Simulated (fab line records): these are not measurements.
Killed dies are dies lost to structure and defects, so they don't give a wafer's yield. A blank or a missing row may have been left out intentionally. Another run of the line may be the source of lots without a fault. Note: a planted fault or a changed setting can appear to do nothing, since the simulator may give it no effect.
Comparing a struck lot with a sound one    flow gf180mcu    27 steps out of a route of 602
Sound: these wafers, L748.1, L748.3, L748.6. Struck: wafers L745.1, L745.4, L745.5. The cause is named last.
Per side, at each step with rows, come the tool, then ch with its chambers, and then its first start. Under that, the readings that differ: sound wafers    struck wafers    difference of the means    sigmas: that difference in standard deviations of wafers without a fault.
alike: a reading whose means differ by less than 2 such deviations, as well as words and numbers matching on both sides. not compared: withheld readings; readings where some wafer has no value; bounds like >300 that might hide an equal value; numbers whose values overlap and for which the record gives no deviation.
The two part at a step that has a row with sigmas, a row that says differs or no value, or rows on one side only. When numbers do not overlap yet have no deviation, they are printed without sigmas and do not part them. A reading that every wafer of one side lacks parts them only if that side has two wafers or more.

first, 8 steps without rows for these wafers: GF_CONTACT_ETCH_17 (etches SiO2 in C4F8/O2/Ar, stops on CoSi2, target depth 860 nm); GF_CONTACT_STRIP_18 (strips in O2/N2); GF_CONTACT_CLEAN_19 (cleans in SPM); GF_CONTACT_CLEAN_20 (cleans in DIW); GF_CONTACT_CLEAN_21 (cleans in dHF, time 20 s); GF_CONTACT_SPUTTER_22 (material Ti, target thk 15 nm, time 80.02 s); GF_CONTACT_SPUTTER_23 (material TiN, target thk 10 nm, time 40 s); GF_CONTACT_CVD_24 (deposits W, target thk 300 nm, time 90.339 s).
GF_CONTACT_RS_MEAS_25: uses a four-point probe to measure.
  sound on film_metro-04 at day 20 16:31; struck on film_metro-04 at day 19 15:00
  alike: CONTACT_W_RS
GF_CONTACT_THK_MEAS_26: measures by xrf.
  sound on film_metro-04 at day 20 16:38; struck on film_metro-04 at day 19 15:07
  alike: CONTACT_W_THK
GF_CONTACT_CMP_27: polishes, stops on SiO2, t overpolish 15 s, target thk 0 nm.
  sound on cmp-02 ch 0,1,2, day 20 16:42; struck on cmp-02 ch 2,3, day 19 15:25
  alike: motor_current_A, overpolish_run_s, time_to_endpoint_s
GF_M1_SPUTTER_00: material Ti, target thk 37.5 nm, time 150 s.
  sound on pvd_sputter-02 at day 20 17:00; struck on pvd_sputter-01 at day 19 15:43
  alike: cathode_dc_power_W, chamber_pressure_pa, throttle_valve_pct
GF_M1_SPUTTER_01: material TiN, target thk 30 nm, time 25 s.
  sound on pvd_sputter-02 at day 20 17:06; struck on pvd_sputter-01 at day 19 15:49
  no value came back on the struck wafers for cathode_dc_power_W (W), chamber_pressure_pa (Pa), throttle_valve_pct (%); on the sound wafers cathode_dc_power_W (W) reads 6499.6 6499.3 6498.8
GF_M1_SPUTTER_02: material AlCu, target thk 450 nm, time 23.9 s.
  sound on pvd_sputter-02 at day 20 17:08; struck on pvd_sputter-01 at day 19 15:50
  alike: cathode_dc_power_W, chamber_pressure_pa, throttle_valve_pct
GF_M1_SPUTTER_03: material Ti, target thk 10 nm, time 6.7 s.
  sound on pvd_sputter-02 at day 20 17:10; struck on pvd_sputter-01 at day 19 15:52
  alike: cathode_dc_power_W, chamber_pressure_pa, throttle_valve_pct
then, 8 steps without rows for these wafers: GF_M1_SPUTTER_04 (material TiN, target thk 50 nm, time 41.7 s); GF_M1_DEHYDRATE_07 (time 60 s); GF_M1_HMDS_08 (prime time 60 s); GF_M1_COAT_09 (resist thk 1000 nm); GF_M1_SOFTBAKE_10 (time 60 s); GF_M1_EXPOSE_11 (exposes mask Metal1, target cd 230 nm); GF_M1_PEB_12 (peb time 90 s); GF_M1_DEVELOP_13 (develop time 60 s).
GF_M1_CD_MEAS_14 targets a cd of 230 nm.
  sound on cd_sem-01 at day 21 16:31; struck on cd_sem-01 at day 20 16:25
  alike: cd_nm
GF_M1_OVL_MEAS_15:
  sound on overlay-01 at day 21 16:38; struck on overlay-01 at day 20 16:32
  alike: M1_OVL
GF_M1_METAL_ETCH_16: etches the open film in Cl2/BCl3, stops on SiO2, target depth 627.5 nm, time 104.6 s.
  sound on rie_metal-01 ch 0,1, day 21 16:40; struck on rie_metal-01 ch 0,1, day 20 16:34
reading                 sound                 struck                difference  sigmas
oes_product_au (a.u.)   0.978 0.962 0.964     0.940 0.931 0.944     -0.030      -5
throttle_valve_pct (%)  28.241 28.258 28.244  28.300 28.302 28.287  +0.049      +4
  alike: drypump_motor_current_A
  not compared: rf_hours_counter_h
GF_M1_STRIP_17: strips in O2/N2.
  sound on plasma_asher-03 ch 0, day 21 16:47; struck on plasma_asher-02 ch 0,1, day 20 16:41
  alike: drypump_motor_current_A, heater_power_w, n2_flow_sccm, oes_product_au, strip_time_to_endpoint_s
  not compared: rf_hours_counter_h

## WHERE THEY PART
First at GF_M1_SPUTTER_01; last, within this record, at GF_M1_METAL_ETCH_16. Later steps at which nothing parts them and some readings are alike: GF_M1_STRIP_17.

WHY: what the simulator had put in
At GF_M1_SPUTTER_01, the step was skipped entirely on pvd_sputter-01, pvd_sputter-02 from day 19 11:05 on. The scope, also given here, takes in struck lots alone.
